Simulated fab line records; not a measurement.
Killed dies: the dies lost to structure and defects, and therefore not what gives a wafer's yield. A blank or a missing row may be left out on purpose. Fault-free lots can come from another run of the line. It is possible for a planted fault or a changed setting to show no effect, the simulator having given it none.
What tool caused it? / flow sky130 / 7 lots (20 wafers sampled), 1 step of a 708-step route

== WHAT THE GAUGES SHOWED, per wafer ==
SKY_LI_CONTACT_BOW_MEAS_03.
lot=L127; measured=day 28 07:10; on=film metro-02; LI_CONTACT_BOW (um)=64 64 56
lot=L129; measured=day 28 17:28; on=film metro-04; LI_CONTACT_BOW (um)=51 58 53
lot=L131; measured=day 30 01:16; on=film metro-04; LI_CONTACT_BOW (um)=44 54 60
lot=L133; measured=day 30 16:24; on=film metro-03; LI_CONTACT_BOW (um)=47 58 64
lot=L135; measured=day 31 05:23; on=film metro-03; LI_CONTACT_BOW (um)=53 50 44
lot=L144; measured=day 34 01:13; on=film metro-03; LI_CONTACT_BOW (um)=53 53
lot=L148; measured=day 35 00:34; on=film metro-02; LI_CONTACT_BOW (um)=48 48 52

== WHICH TOOL RAN EACH LOT (tool, then ch and the chambers of the sampled wafers, then the start) ==
There is no process step in the record ahead of these readings.

== THE ANSWER, worked out from the rows above alone ==
Rule: what is usual is taken from the lots themselves. The widest of any qualifying gaps counts: lots, ordered by their means at a reading, are off when they make up no more than a third of the lots, leave a main group of 4 or more, and stand apart from it by 3 or more times the standard deviation of that group's means. A main group is skipped when, at the precision printed for the reading in the tables above, its means are all equal. A lot without any number at a reading at which 4 lots or more have one is off too. Where the step has rows for the other lots, those lots are counted as sound.
No lot is off at any reading shown: from this, nothing can be told.

== WHAT WAS PUT IN BY THE SIMULATOR ==
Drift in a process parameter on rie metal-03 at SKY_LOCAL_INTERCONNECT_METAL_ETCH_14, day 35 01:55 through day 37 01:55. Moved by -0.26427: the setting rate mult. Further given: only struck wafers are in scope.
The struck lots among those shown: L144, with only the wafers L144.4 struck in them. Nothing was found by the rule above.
